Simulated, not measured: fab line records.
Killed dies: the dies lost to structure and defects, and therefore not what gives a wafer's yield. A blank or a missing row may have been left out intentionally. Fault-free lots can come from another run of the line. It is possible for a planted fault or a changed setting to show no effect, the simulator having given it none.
fab line records ; flow sky130
record lots=6; wafers=18; last_day=50
route steps=708 shown VIA1@473 METAL2@483 PAD_OPEN@708
lots that met no fault: from a run of the same line without faults
start_h: start of the lot's first displayed wafer, in hours after the record's first day ; wait_h: hours from the lot's prior step to this one ; " repeats the value in the row above ; L1.1+2: one row covering several wafers at once ; - no value, or no start was given ; * or withheld: withheld ; < > ~ a bound
route shown NAME@n: names a module that has steps shown in the file, with the first one's number in the route ; usual: average and standard deviation across the fault-free wafers ; same: alike in all rows ; chamber/n: place in a boat ; sites: the reading at each site ; _std_site: the standard deviation of these ; _edge_site: mean of outer sites minus mean of inner sites ; radius_mm: how far each site lies from the wafer's centre ; mask NAME#n: copy n ; behind: the tool/chamber that last shaped the wafer ; hold: why the lot was held/for how many hours/how that ended ; device: whichever transistor did not switch (one of n, p or np) ; end of line: the route-end tests of the same wafers ; where a step has no rows: the recipe by itself ; killed: dies lost to structure and defects at the first sort, not the wafer's yield ; map: per-die view of a wafer (x killed, . not killed, _ where there is no die)
set.NAME: the setting that was run; set.NAME@STEP: the one run at that earlier step ; model.NAME: the simulator's own value behind a step, which no gauge read
certain route steps with their lots: each step a table, each wafer a row
services: the hour from which a tool's chamber was out of use, counted from the record's first day as start_h (under 0 if before that day), plus the number of hours and why
## steps
# step SKY_VIA1_ETCH_15
# recipe target=SiO2; chemistry=C4F8/O2/Ar; target_depth_nm=351; stop_on=TiN; mask_material=KrF-thick; source_w=1500; bias_w=1200; pressure_mtorr=40; c4f8_flow_sccm=withheld; O2_flow_sccm=6; Ar_flow_sccm=300; time_s=54
# usual oes_product_au=0.983/0.0055
lot.wafer;tool;chamber;start_h;wait_h;oes_product_au
L679.1;rie_diel-03;3;801.59;0.0;0.982
L679.3;rie_diel-03;0;801.59;0.0;0.986
L679.4;rie_diel-03;1;801.59;0.0;0.984
L690.1;rie_diel-02;3;888.54;0.0;0.982
L690.4;rie_diel-02;0;888.54;0.0;0.987
L690.6;rie_diel-02;3;888.54;0.0;0.982
L693.3;rie_diel-04;2;908.84;0.0;0.976
L693.4;rie_diel-04;1;908.84;0.0;0.989
L693.6;rie_diel-04;1;908.84;0.0;0.981
L694.1;rie_diel-03;3;909.24;0.0;0.990
L694.2;rie_diel-03;1;909.24;0.0;0.983
L694.3;rie_diel-03;2;909.24;0.0;0.987
L697.2;rie_diel-02;2;942.44;0.0;0.988
L697.3;rie_diel-02;1;942.44;0.0;0.979
L697.6;rie_diel-02;3;942.44;0.0;0.984
L701.2;rie_diel-02;3;964.19;0.0;0.981
L701.5;rie_diel-02;1;964.19;0.0;0.975
L701.6;rie_diel-02;2;964.19;0.0;0.981
# step SKY_VIA1_STRIP_16
# recipe chemistry=O2/N2; power_w=1400; pressure_mtorr=1500; platen_temp_c=withheld; o2_flow_sccm=3000; n2_flow_sccm=300; overash_fraction=0.5
# step SKY_VIA1_STRIP_17
# recipe chemistry=post_etch_residue_remover; time_s=1200; temp_c=72.5
# step SKY_VIA1_CLEAN_18
# recipe chemistry=IPA; time_s=180; temp_c=25
# step SKY_VIA1_CLEAN_19
# recipe chemistry=O3/DIW; dry=n2_spin
# step SKY_VIA1_SPUTTER_20
# recipe material=TiN; target_thk_nm=20; chamber_pressure_pa=5; power_w=4000; time_s=80
# step SKY_VIA1_CVD_21
# recipe material=W; target_thk_nm=270; time_s=80.902; temp_c=400; pressure_torr=40
# usual heater_power_w=825/99
lot.wafer;tool;chamber;start_h;wait_h;heater_power_w
L679.1;cvd_w-02;1;802.29;0.0;929
L679.3;cvd_w-02;0;802.29;0.0;745
L679.4;cvd_w-02;1;802.29;0.0;937
L690.1;cvd_w-02;0;889.28;0.0;741
L690.4;cvd_w-02;1;889.28;0.0;928
L690.6;cvd_w-02;1;889.28;0.0;943
L693.3;cvd_w-02;0;909.62;0.1;759
L693.4;cvd_w-02;1;909.62;0.1;942
L693.6;cvd_w-02;1;909.62;0.1;937
L694.1;cvd_w-02;1;910.04;0.0;920
L694.2;cvd_w-02;0;910.04;0.0;752
L694.3;cvd_w-02;1;910.04;0.0;938
L697.2;cvd_w-02;0;943.20;0.0;761
L697.3;cvd_w-02;1;943.20;0.0;920
L697.6;cvd_w-02;0;943.20;0.0;741
L701.2;cvd_w-01;1;965.24;0.0;804
L701.5;cvd_w-01;0;965.24;0.0;668
L701.6;cvd_w-01;1;965.24;0.0;823
# step SKY_VIA1_RS_MEAS_22
# recipe thk_meas_gauge=four-point-probe; reads=W_of_VIA1_CVD_21+TiN_of_VIA1_SPUTTER_20
# usual VIA1_W_RS=0.426/0.0099
lot.wafer;tool;chamber;start_h;wait_h;VIA1_W_RS[ohm/sq]
L679.1;film_metro-02;-;802.39;0.1;0.441
L679.3;film_metro-02;-;802.39;0.1;0.410
L679.4;film_metro-02;-;802.39;0.1;0.432
L690.1;film_metro-01;-;889.38;0.1;0.418
L690.4;film_metro-01;-;889.38;0.1;0.431
L690.6;film_metro-01;-;889.38;0.1;0.432
L693.3;film_metro-02;-;909.72;0.1;0.417
L693.4;film_metro-02;-;909.72;0.1;0.432
L693.6;film_metro-02;-;909.72;0.1;0.432
L694.1;film_metro-02;-;910.13;0.1;0.421
L694.2;film_metro-02;-;910.13;0.1;0.414
L694.3;film_metro-02;-;910.13;0.1;0.423
L697.2;film_metro-04;-;943.32;0.1;0.413
L697.3;film_metro-04;-;943.32;0.1;0.425
L697.6;film_metro-04;-;943.32;0.1;0.407
L701.2;film_metro-01;-;965.35;0.1;0.435
L701.5;film_metro-01;-;965.35;0.1;0.431
L701.6;film_metro-01;-;965.35;0.1;0.432
# step SKY_VIA1_THK_MEAS_23
# recipe thk_meas_gauge=xrf; reads=W_of_VIA1_CVD_21
# usual VIA1_W_THK=271/7.1
lot.wafer;tool;chamber;start_h;wait_h;VIA1_W_THK[nm]
L679.1;film_metro-02;-;802.51;0.1;266
L679.3;film_metro-02;-;802.51;0.1;283
L679.4;film_metro-02;-;802.51;0.1;268
L690.1;film_metro-01;-;889.50;0.1;276
L690.4;film_metro-01;-;889.50;0.1;267
L690.6;film_metro-01;-;889.50;0.1;268
L693.3;film_metro-02;-;909.82;0.1;281
L693.4;film_metro-02;-;909.82;0.1;270
L693.6;film_metro-02;-;909.82;0.1;270
L694.1;film_metro-02;-;910.25;0.1;279
L694.2;film_metro-02;-;910.25;0.1;284
L694.3;film_metro-02;-;910.25;0.1;277
L697.2;film_metro-04;-;943.43;0.1;274
L697.3;film_metro-04;-;943.43;0.1;266
L697.6;film_metro-04;-;943.43;0.1;279
L701.2;film_metro-01;-;965.46;0.1;268
L701.5;film_metro-01;-;965.46;0.1;269
L701.6;film_metro-01;-;965.46;0.1;270
# step SKY_VIA1_CMP_24
# recipe stop_on=SiO2; t_overpolish_s=15; down_force_psi=3.5; platen_rpm=60; target_thk_nm=0; pad_velocity_m_s=0.94248
# usual motor_current_A=11.3/1.1; overpolish_run_s=15.001/0.0098; platen_rpm=59.99/0.046; time_to_endpoint_s=65/3.9
lot.wafer;tool;chamber;start_h;wait_h;motor_current_A;overpolish_run_s;platen_rpm;time_to_endpoint_s
L679.4;cmp-02;1;802.57;0.0;12.3;14.986;60.05;65
L679.3;cmp-02;2;802.57;0.0;12.6;15.004;59.96;69
L679.1;cmp-02;3;802.57;0.0;10.7;15.000;59.91;63
L690.4;cmp-01;0;889.56;0.0;10.0;14.994;60.01;67
L690.1;cmp-01;1;889.56;0.0;11.0;15.001;60.05;67
L690.6;cmp-01;0;889.56;0.0;9.9;15.014;60.03;69
L693.3;cmp-02;0;909.91;0.1;9.7;14.999;60.04;62
L693.4;cmp-02;1;909.91;0.1;11.8;14.982;60.06;65
L693.6;cmp-02;0;909.91;0.1;9.6;14.998;60.09;60
L694.2;cmp-01;2;910.31;0.0;12.0;14.991;59.97;78
L694.1;cmp-01;3;910.31;0.0;13.3;15.015;60.03;65
L694.3;cmp-01;1;910.31;0.0;10.9;14.988;60.02;65
L697.2;cmp-02;2;943.53;0.1;12.5;14.993;60.01;67
L697.3;cmp-02;0;943.53;0.1;10.4;14.998;60.04;58
L697.6;cmp-02;2;943.53;0.1;12.0;14.992;59.94;66
L701.2;cmp-01;2;965.51;0.0;12.1;15.016;60.04;65
L701.6;cmp-01;2;965.51;0.0;11.1;14.981;60.07;66
L701.5;cmp-01;3;965.51;0.0;13.1;14.992;59.94;62
# step SKY_METAL2_SPUTTER_00
# recipe material=Ti; target_thk_nm=15; power_w=3000; time_s=10; chamber_pressure_pa=0.4
# step SKY_METAL2_SPUTTER_01
# recipe material=TiN; target_thk_nm=20; power_w=6500; time_s=16.7; chamber_pressure_pa=0.4
# usual throttle_valve_pct=29.5/0.91
lot.wafer;tool;chamber;start_h;wait_h;throttle_valve_pct
L679.1;pvd_sputter-02;-;802.89;0.0;28.8
L679.3;pvd_sputter-02;-;802.89;0.0;29.8
L679.4;pvd_sputter-02;-;802.89;0.0;30.0
L690.1;pvd_sputter-03;-;889.88;0.0;28.4
L690.4;pvd_sputter-03;-;889.88;0.0;29.4
L690.6;pvd_sputter-03;-;889.88;0.0;28.5
L693.3;pvd_sputter-01;-;910.18;0.0;31.3
L693.4;pvd_sputter-01;-;910.18;0.0;29.2
L693.6;pvd_sputter-01;-;910.18;0.0;29.2
L694.1;pvd_sputter-03;-;910.64;0.0;28.6
L694.2;pvd_sputter-03;-;910.64;0.0;28.7
L694.3;pvd_sputter-03;-;910.64;0.0;29.1
L697.2;pvd_sputter-01;-;945.38;1.6;31.1
L697.3;pvd_sputter-01;-;945.38;1.6;29.4
L697.6;pvd_sputter-01;-;945.38;1.6;29.2
L701.2;pvd_sputter-03;-;965.83;0.0;28.9
L701.5;pvd_sputter-03;-;965.83;0.0;28.5
L701.6;pvd_sputter-03;-;965.83;0.0;30.8
# step SKY_METAL2_SPUTTER_02
# recipe material=AlCu; target_thk_nm=250; power_w=10600; time_s=13.3; chamber_pressure_pa=0.4
# usual throttle_valve_pct=29.5/0.91
lot.wafer;tool;chamber;start_h;wait_h;throttle_valve_pct;model.AlCu_of_METAL2_SPUTTER_02.thk_nm
L679.1;pvd_sputter-02;-;802.91;0.0;28.6;247.6
L679.3;pvd_sputter-02;-;802.91;0.0;29.5;247.9
L679.4;pvd_sputter-02;-;802.91;0.0;30.1;251.4
L690.1;pvd_sputter-03;-;889.90;0.0;28.4;251.3
L690.4;pvd_sputter-03;-;889.90;0.0;29.2;290.1
L690.6;pvd_sputter-03;-;889.90;0.0;28.3;252
L693.3;pvd_sputter-01;-;910.21;0.0;31.2;243.4
L693.4;pvd_sputter-01;-;910.21;0.0;29.3;254.5
L693.6;pvd_sputter-01;-;910.21;0.0;29.3;249.1
L694.1;pvd_sputter-03;-;910.66;0.0;28.4;248.5
L694.2;pvd_sputter-03;-;910.66;0.0;28.6;254.2
L694.3;pvd_sputter-03;-;910.66;0.0;29.1;287.8
L697.2;pvd_sputter-01;-;945.41;0.0;31.4;244.9
L697.3;pvd_sputter-01;-;945.41;0.0;29.3;248.5
L697.6;pvd_sputter-01;-;945.41;0.0;29.2;249.7
L701.2;pvd_sputter-03;-;965.86;0.0;28.6;253.6
L701.5;pvd_sputter-03;-;965.86;0.0;29.1;254.3
L701.6;pvd_sputter-03;-;965.86;0.0;30.6;249.5
# step SKY_METAL2_SPUTTER_03
# recipe material=Ti; target_thk_nm=5; power_w=3000; time_s=3.3; chamber_pressure_pa=0.4
# step SKY_METAL2_SPUTTER_04
# recipe material=TiN; target_thk_nm=70; power_w=6500; time_s=58.3; chamber_pressure_pa=0.4
# usual throttle_valve_pct=29.5/0.91
lot.wafer;tool;chamber;start_h;wait_h;throttle_valve_pct
L679.1;pvd_sputter-02;-;802.96;0.0;28.4
L679.3;pvd_sputter-02;-;802.96;0.0;29.6
L679.4;pvd_sputter-02;-;802.96;0.0;29.9
L690.1;pvd_sputter-03;-;889.95;0.0;28.1
L690.4;pvd_sputter-03;-;889.95;0.0;29.2
L690.6;pvd_sputter-03;-;889.95;0.0;28.2
L693.3;pvd_sputter-01;-;910.25;0.0;31.2
L693.4;pvd_sputter-01;-;910.25;0.0;29.2
L693.6;pvd_sputter-01;-;910.25;0.0;29.3
L694.1;pvd_sputter-03;-;910.70;0.0;28.2
L694.2;pvd_sputter-03;-;910.70;0.0;28.9
L694.3;pvd_sputter-03;-;910.70;0.0;29.1
L697.2;pvd_sputter-01;-;945.45;0.0;31.1
L697.3;pvd_sputter-01;-;945.45;0.0;29.3
L697.6;pvd_sputter-01;-;945.45;0.0;29.5
L701.2;pvd_sputter-03;-;965.90;0.0;28.8
L701.5;pvd_sputter-03;-;965.90;0.0;28.8
L701.6;pvd_sputter-03;-;965.90;0.0;30.9
# step SKY_METAL2_RS_MEAS_05
# recipe thk_meas_gauge=four-point-probe; reads=TiN_of_METAL2_SPUTTER_04+Ti_of_METAL2_SPUTTER_03+AlCu_of_METAL2_SPUTTER_02+TiN_of_METAL2_SPUTTER_01+Ti_of_METAL2_SPUTTER_00
# usual METAL2_ALCU_RS=0.1276/0.002
lot.wafer;tool;chamber;start_h;wait_h;METAL2_ALCU_RS[ohm/sq]
L679.1;film_metro-02;-;803.01;0.0;0.1287
L679.3;film_metro-02;-;803.01;0.0;0.1279
L679.4;film_metro-02;-;803.01;0.0;0.1263
L690.1;film_metro-03;-;890.00;0.0;0.1262
L690.4;film_metro-03;-;890.00;0.0;0.1086
L690.6;film_metro-03;-;890.00;0.0;0.1259
L693.3;film_metro-02;-;910.35;0.1;0.1308
L693.4;film_metro-02;-;910.35;0.1;0.1247
L693.6;film_metro-02;-;910.35;0.1;0.1276
L694.1;film_metro-02;-;910.75;0.0;0.1279
L694.2;film_metro-02;-;910.75;0.0;0.1250
L694.3;film_metro-02;-;910.75;0.0;0.1100
L697.2;film_metro-02;-;945.52;0.0;0.1295
L697.3;film_metro-02;-;945.52;0.0;0.1279
L697.6;film_metro-02;-;945.52;0.0;0.1273
L701.2;film_metro-01;-;965.97;0.0;0.1253
L701.5;film_metro-01;-;965.97;0.0;0.1248
L701.6;film_metro-01;-;965.97;0.0;0.1274
# step SKY_METAL2_THK_MEAS_06
# recipe thk_meas_gauge=xrf; reads=AlCu_of_METAL2_SPUTTER_02
# usual METAL2_ALCU_THK=247/4
lot.wafer;tool;chamber;start_h;wait_h;METAL2_ALCU_THK[nm]
L679.1;film_metro-02;-;803.13;0.1;246
L679.3;film_metro-02;-;803.13;0.1;247
L679.4;film_metro-02;-;803.13;0.1;251
L690.1;film_metro-03;-;890.12;0.1;248
L690.4;film_metro-03;-;890.12;0.1;288
L690.6;film_metro-03;-;890.12;0.1;251
L693.3;film_metro-02;-;910.45;0.1;242
L693.4;film_metro-02;-;910.45;0.1;253
L693.6;film_metro-02;-;910.45;0.1;247
L694.1;film_metro-02;-;910.87;0.1;247
L694.2;film_metro-02;-;910.87;0.1;254
L694.3;film_metro-02;-;910.87;0.1;285
L697.2;film_metro-02;-;945.63;0.1;243
L697.3;film_metro-02;-;945.63;0.1;249
L697.6;film_metro-02;-;945.63;0.1;248
L701.2;film_metro-01;-;966.08;0.1;250
L701.5;film_metro-01;-;966.08;0.1;252
L701.6;film_metro-01;-;966.08;0.1;247
# step SKY_METAL2_DEHYDRATE_07
# recipe temp_c=200; time_s=60
# step SKY_PAD_OPEN_PROBE_99
# usual defect_limited_yield=82.7/2; killed_at_M0_to_M3=42/6.7; killed_at_M4_up=3.3/2.1; killed_at_contacts=24/5.1; killed_at_front_end=15/4.6; killed_at_other=0.3/0.58; killed_dies=85/9.9; killed_open=46/6.9; killed_short=38/7; sort_bin_3_pad_short=0.9/0.43; sort_bin_5_function=10.1/1.4; sort_bin_6_memory=6.4/1.2; sort_n_pass=407/9.9; sort_yield_pct=82.7/2
# same gross_dies=492; killed_at_back_side=0; sort_bin_4_leakage[%]=0; sort_bin_8_speed[%]=0
lot.wafer;tool;chamber;start_h;wait_h;defect_limited_yield[%];killed_at_M0_to_M3;killed_at_M4_up;killed_at_contacts;killed_at_front_end;killed_at_other;killed_dies;killed_open;killed_short;sort_bin_3_pad_short[%];sort_bin_5_function[%];sort_bin_6_memory[%];sort_n_pass;sort_yield_pct[%];model.etest.met2.line_ohm_um;model.etest.met2.rs_ohm_sq
L679.1;prober-02;-;1086.12;0.1;86.6;37;3;17;9;0;66;38;28;0.4;8.5;4.5;426;86.6;0.9423;0.1308
L679.3;prober-02;-;1086.22;0.2;84.6;42;1;20;11;2;76;39;37;0.8;9.6;5.1;416;84.6;0.9471;0.1302
L679.4;prober-02;-;1086.27;0.2;80.9;46;5;22;20;1;94;55;39;1.2;10.8;7.1;398;80.9;0.9092;0.1289
L690.1;prober-01;-;1152.67;0.1;82.9;36;4;28;16;0;84;50;34;1.0;9.6;6.5;408;82.9;0.9031;0.1274
L690.4;prober-01;-;1152.82;0.2;84.3;33;4;31;9;0;77;41;36;1.6;8.7;5.3;415;84.3;0.7911;0.1101
L690.6;prober-01;-;1152.92;0.2;80.3;45;2;34;16;0;97;61;36;0.8;10.4;8.5;395;80.3;0.9214;0.1268
L693.3;prober-02;-;1167.07;0.2;84.6;37;5;24;8;2;76;36;40;0.6;8.7;6.1;416;84.6;0.9264;0.1323
L693.4;prober-02;-;1167.12;0.2;82.1;46;6;15;21;0;88;48;39;1.0;9.6;7.3;404;82.1;0.8722;0.1261
L693.6;prober-02;-;1167.22;0.2;79.7;46;3;24;27;0;100;54;45;0.8;11.0;8.5;392;79.7;0.92;0.1294
L694.1;prober-01;-;1167.32;0.1;84.1;39;1;26;12;0;78;49;29;0.6;11.0;4.3;414;84.1;0.91;0.1308
L694.2;prober-01;-;1167.37;0.1;83.3;37;8;23;13;1;82;40;42;0.6;10.4;5.7;410;83.3;0.8988;0.125
L694.3;prober-01;-;1167.42;0.2;83.9;37;0;26;15;1;79;43;35;0.8;9.8;5.5;413;83.9;0.7843;0.1109
L697.2;prober-01;-;1192.12;0.1;82.3;52;5;16;14;0;87;40;47;0.8;11.0;5.9;405;82.3;0.9288;0.1306
L697.3;prober-01;-;1192.17;0.2;80.1;45;5;18;30;0;98;62;34;0.6;13.4;5.9;394;80.1;0.9464;0.1275
L697.6;prober-01;-;1192.32;0.2;83.9;41;5;24;9;0;79;46;32;0;11.4;4.7;413;83.9;0.9232;0.129
L701.2;prober-02;-;1202.86;0.1;82.3;40;4;27;16;0;87;53;34;0.8;10.2;6.7;405;82.3;0.9096;0.1251
L701.5;prober-02;-;1203.01;0.2;84.3;34;5;23;14;1;77;40;37;0.8;8.9;5.9;415;84.3;0.9293;0.1266
L701.6;prober-02;-;1203.06;0.2;83.3;45;1;20;15;1;82;41;40;0.6;10.4;5.7;410;83.3;0.9472;0.1292
# killed by level:class
L679.1 VIA1:geometric_particle:open=9 LI_CONTACT:geometric_particle:open=5 CONTACT:geometric_particle:open=5 VIA3:geometric_particle:open=5 METAL2:geometric_particle:short=4 VIA2:geometric_particle:open=4 VIA3:geometric_particle:short=4 POLY_GATE:geometric_particle:open=3
L679.3 VIA1:geometric_particle:open=10 METAL1:geometric_particle:short=9 CONTACT:geometric_particle:open=8 VIA3:geometric_particle:open=5 VIA2:geometric_particle:open=5 LOCAL_INTERCONNECT:geometric_particle:short=4 METAL3:geometric_particle:short=4 FIELD_ISO:geometric_particle:open=3
L679.4 VIA1:geometric_particle:open=15 VIA3:geometric_particle:open=10 CONTACT:geometric_particle:open=7 POLY_GATE:geometric_particle:short=6 CONTACT:geometric_particle:short=5 VIA2:geometric_particle:open=5 FIELD_ISO:geometric_particle:short=4 LOCAL_INTERCONNECT:geometric_particle:short=4
L690.1 LI_CONTACT:geometric_particle:open=12 CONTACT:geometric_particle:open=10 VIA1:geometric_particle:open=6 VIA2:geometric_particle:open=6 POLY_GATE:geometric_particle:short=5 METAL1:geometric_particle:short=5 CONTACT:geometric_particle:short=4 VIA3:geometric_particle:open=4
L690.4 LI_CONTACT:geometric_particle:open=14 VIA1:geometric_particle:open=9 LI_CONTACT:geometric_particle:short=6 VIA2:geometric_particle:open=6 METAL2:geometric_particle:short=5 LOCAL_INTERCONNECT:geometric_particle:short=4 METAL4:geometric_particle:short=4 FIELD_ISO:geometric_particle:short=3
L690.6 CONTACT:geometric_particle:open=17 VIA1:geometric_particle:open=12 POLY_GATE:geometric_particle:open=8 LOCAL_INTERCONNECT:geometric_particle:short=7 METAL1:geometric_particle:short=7 VIA2:geometric_particle:open=7 METAL2:geometric_particle:short=6 LI_CONTACT:geometric_particle:open=6
L693.3 VIA3:geometric_particle:open=8 LI_CONTACT:geometric_particle:short=7 LI_CONTACT:geometric_particle:open=7 METAL1:geometric_particle:short=7 METAL2:geometric_particle:short=5 CONTACT:geometric_particle:open=5 VIA1:geometric_particle:open=4 METAL4:geometric_particle:short=4
L693.4 VIA1:geometric_particle:open=13 VIA2:geometric_particle:open=7 METAL2:geometric_particle:short=7 CONTACT:geometric_particle:open=6 POLY_GATE:geometric_particle:open=5 METAL4:geometric_particle:short=5 VIA3:geometric_particle:open=5 POLY_GATE:geometric_particle:short=4
L693.6 VIA1:geometric_particle:open=12 POLY_GATE:geometric_particle:open=9 CONTACT:geometric_particle:open=9 POLY_GATE:geometric_particle:short=7 LI_CONTACT:geometric_particle:open=7 VIA2:geometric_particle:short=6 LOCAL_INTERCONNECT:geometric_particle:short=5 VIA3:geometric_particle:short=5
L694.1 LI_CONTACT:geometric_particle:open=11 CONTACT:geometric_particle:open=9 METAL2:geometric_particle:short=6 METAL1:geometric_particle:short=6 VIA3:geometric_particle:open=6 VIA1:geometric_particle:open=5 POLY_GATE:geometric_particle:short=4 VIA1:geometric_particle:short=4
L694.2 VIA1:geometric_particle:open=10 FIELD_ISO:geometric_particle:short=8 CONTACT:geometric_particle:open=8 VIA1:geometric_particle:short=7 LI_CONTACT:geometric_particle:open=5 LOCAL_INTERCONNECT:geometric_particle:short=4 METAL2:geometric_particle:short=4 FIELD_ISO:geometric_particle:open=3
L694.3 CONTACT:geometric_particle:open=13 VIA1:geometric_particle:open=7 LI_CONTACT:geometric_particle:open=6 METAL1:geometric_particle:short=6 METAL2:geometric_particle:short=6 FIELD_ISO:geometric_particle:short=5 VIA2:geometric_particle:open=5 POLY_GATE:geometric_particle:open=4
L697.2 VIA2:geometric_particle:open=9 VIA3:geometric_particle:open=8 METAL3:geometric_particle:short=7 METAL2:geometric_particle:short=7 VIA1:geometric_particle:open=6 FIELD_ISO:geometric_particle:short=5 CONTACT:geometric_particle:open=5 METAL1:geometric_particle:short=5
L697.3 FIELD_ISO:geometric_particle:open=14 VIA3:geometric_particle:open=10 VIA1:geometric_particle:open=10 VIA2:geometric_particle:open=8 FIELD_ISO:geometric_particle:short=6 CONTACT:geometric_particle:open=6 VIA2:geometric_particle:short=5 POLY_GATE:geometric_particle:open=4
L697.6 VIA1:geometric_particle:open=15 LI_CONTACT:geometric_particle:open=8 CONTACT:geometric_particle:open=7 VIA1:geometric_particle:short=7 VIA2:geometric_particle:open=5 CONTACT:geometric_particle:short=4 METAL4:geometric_particle:short=4 METAL2:geometric_particle:short=4
L701.2 LI_CONTACT:geometric_particle:open=15 VIA1:geometric_particle:open=12 VIA3:geometric_particle:open=6 POLY_GATE:geometric_particle:short=4 CONTACT:geometric_particle:short=4 CONTACT:geometric_particle:open=4 VIA1:geometric_particle:short=4 VIA2:geometric_particle:open=4
L701.5 LI_CONTACT:geometric_particle:open=8 CONTACT:geometric_particle:open=6 METAL1:geometric_particle:short=5 VIA1:geometric_particle:open=5 FIELD_ISO:geometric_particle:open=4 CONTACT:geometric_particle:short=4 VIA1:geometric_particle:short=4 METAL3:geometric_particle:short=4
L701.6 VIA3:geometric_particle:open=11 METAL1:geometric_particle:short=9 VIA1:geometric_particle:open=7 LI_CONTACT:geometric_particle:open=6 METAL2:geometric_particle:short=5 CONTACT:geometric_particle:short=4 FIELD_ISO:geometric_particle:open=4 POLY_GATE:geometric_particle:short=4
## services
tool;chamber;start_h;hours;kind
cmp-02;-;779.01;5.3;pm
cvd_w-02;-;783.81;6.9;pm
cmp-01;-;785.11;4.8;pm
rie_diel-02;3;793.34;2.6;repair
cmp-02;-;800.21;2.0;repair
cmp-01;-;802.56;2.7;repair
cvd_w-02;-;809.24;2.8;pm
rie_diel-04;0;817.29;3.8;repair
pvd_sputter-03;-;817.99;0.8;repair
cmp-02;-;829.25;1.9;repair
pvd_sputter-01;-;848.94;5.2;repair
cvd_w-02;0;855.37;24.4;repair
rie_diel-04;2;856.59;7.1;repair
rie_diel-02;2;862.38;4.8;repair
rie_diel-03;3;864.96;10.2;repair
rie_diel-04;2;871.16;2.4;repair
rie_diel-03;2;872.59;4.8;repair
pvd_sputter-03;-;878.04;2.4;repair
rie_diel-03;1;902.04;4.2;repair
cmp-02;-;912.19;4.0;pm
cmp-01;-;916.53;4.3;repair
cmp-02;-;934.79;0.2;repair
cmp-02;-;950.44;1.7;repair
cmp-01;-;956.73;0.9;repair
## key
first_sign step=SKY_METAL2_RS_MEAS_05; reading=METAL2_ALCU_RS; direction=down; sigmas=9.2; usual=0.1276; struck=0.1093
effect step=SKY_METAL2_THK_MEAS_06; reading=METAL2_ALCU_THK; direction=up; sigmas=10; usual=247; struck=287
model_effect step=SKY_METAL2_SPUTTER_02; value=AlCu_of_METAL2_SPUTTER_02.thk_nm; without=253.1; struck=288.9
model_effect step=SKY_PAD_OPEN_PROBE_99; value=etest.met2.line_ohm_um; without=0.9029; struck=0.7877
met_at SKY_METAL2_SPUTTER_02
struck_wafers L690.4,L694.3
fault kind=process_parameter_drift; tool=pvd_sputter-03; chamber=-; onset_h=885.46; steps=SKY_METAL2_SPUTTER_02; channel=time_s; offset=*; shape=step; end_h=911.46; acts_in=*; stated=*; scope=struck_wafers_only
